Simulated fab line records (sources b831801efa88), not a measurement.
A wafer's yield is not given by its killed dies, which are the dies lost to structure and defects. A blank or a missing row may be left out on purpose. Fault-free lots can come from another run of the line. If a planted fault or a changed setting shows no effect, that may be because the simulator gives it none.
Comparing a struck lot with a sound one || flow sfq line || 15 steps out of a route of 325
Sound: the wafers L464.1, L464.2, L464.5. Struck: wafer L474.3. (L474.1, L474.5 of the same lot were not struck and are left out.) The cause comes at the end.
Order at every step that has rows: each side's tool, ch and its chambers, its first start. Under that, the readings that differ: sound wafers || struck wafers || difference of the means || sigmas: that difference in standard deviations of wafers without a fault.
alike: words and numbers the same on both sides, and readings whose means are apart by under 2 such deviations; not compared: readings that were withheld, readings missing a value for some wafer, numbers with overlapping values and no deviation given by the record, and bounds like >300 which may hide the same value.
Wherever a step has rows on one side only, a row that says differs or no value, or a row with sigmas, the two part there. Non-overlapping numbers with no deviation appear without sigmas and do not part them. Lack of a reading on every wafer of one side parts them only where that side has two or more wafers.

SFQ_I5_OVL_MEAS_936:
  sound on overlay-01, day 64 19:01; struck on overlay-01, day 73 21:02
  alike: I5_OVL
SFQ_TRILAYER_I5_BARC_OPEN_VIA_ETCH_200: etches BARC in O2, target depth 125 nm, time 41.7 s.
  sound on rie diel-03 ch 0,3, day 64 19:02; struck on rie diel-03 ch 3, day 73 21:04
  alike: drypump motor current A, oes product au, rf fwd power W
  not compared: rf hours counter h
SFQ_TRILAYER_I5_ETCH_VIA_ETCH_147: etches the open film in CHF3, stops on Nb, target depth 360 nm.
  sound on rie diel-03 ch 0,3, day 64 19:05; struck on rie diel-03 ch 3, day 73 21:07
  alike: drypump motor current A, oes product au, rf fwd power W
SFQ_TRILAYER_I5_STRIP_STRIP_148: strips in O2.
  sound on rie metal-03 ch 0,1, day 64 19:14; struck on rie metal-02 ch 0, day 73 21:16
  alike: drypump motor current A, oes product au
  not compared: rf hours counter h
then, 7 steps without rows for these wafers: SFQ_TRILAYER_I5_STRIP_SOLV_CLEAN_149 (cleans in NMP, time 600 s); SFQ_TRILAYER_C5_LITHO_COAT_156 (resist thk 62 nm); SFQ_TRILAYER_C5_LITHO_COAT_151 (resist thk 650 nm); SFQ_TRILAYER_C5_LITHO_SOFTBAKE_155; SFQ_TRILAYER_C5_LITHO_EXPOSE_152 (exposes mask C5, target cd 500 nm); SFQ_TRILAYER_C5_LITHO_PEB_154 (peb time 60 s); SFQ_TRILAYER_C5_LITHO_DEVELOP_153 (time 60 s).
-- the record jumps here: 4 days lie between the struck wafers' starts before and after --
SFQ_C5_OVL_MEAS_937:
  sound on overlay-01, day 65 04:44; struck on overlay-01, day 77 15:47
  alike: C5_OVL
SFQ_TRILAYER_C5_BARC_OPEN_VIA_ETCH_210: etches BARC in O2, target depth 125 nm, time 41.7 s.
  sound on rie diel-01 ch 0,1,3, day 65 04:46; struck on rie diel-01 ch 1, day 77 15:49
{"reading": "model.KrF_of_TRILAYER_C5_LITHO_COAT_151.thk nm (nm)", "sound": "575.3 574.6 574.1", "struck": 584.4, "difference": "+9.7", "sigmas": ""}
  alike: drypump motor current A, oes product au, rf fwd power W
  not compared: rf hours counter h
SFQ_TRILAYER_C5_ETCH_VIA_ETCH_154: etches SiO2 in CHF3, stops on Nb, target depth 84 nm.
  sound on rie diel-01 ch 0,1,3, day 65 04:49; struck on rie diel-01 ch 1, day 77 15:51
{"reading": "model.KrF_of_TRILAYER_C5_LITHO_COAT_151.thk nm (nm)", "sound": "560.6 559.9 559.1", "struck": 569.8, "difference": "+9.9", "sigmas": ""}
  alike: drypump motor current A, oes product au, rf fwd power W
SFQ_TRILAYER_C5_STRIP_STRIP_155: strips in O2.
  sound on rie metal-03 ch 0,1, day 65 04:51; struck on rie metal-04 ch 1, day 77 15:54
  alike: drypump motor current A, oes product au
  not compared: rf hours counter h

WHERE THEY PART
Nowhere in this record.

WHY: what the simulator had put in
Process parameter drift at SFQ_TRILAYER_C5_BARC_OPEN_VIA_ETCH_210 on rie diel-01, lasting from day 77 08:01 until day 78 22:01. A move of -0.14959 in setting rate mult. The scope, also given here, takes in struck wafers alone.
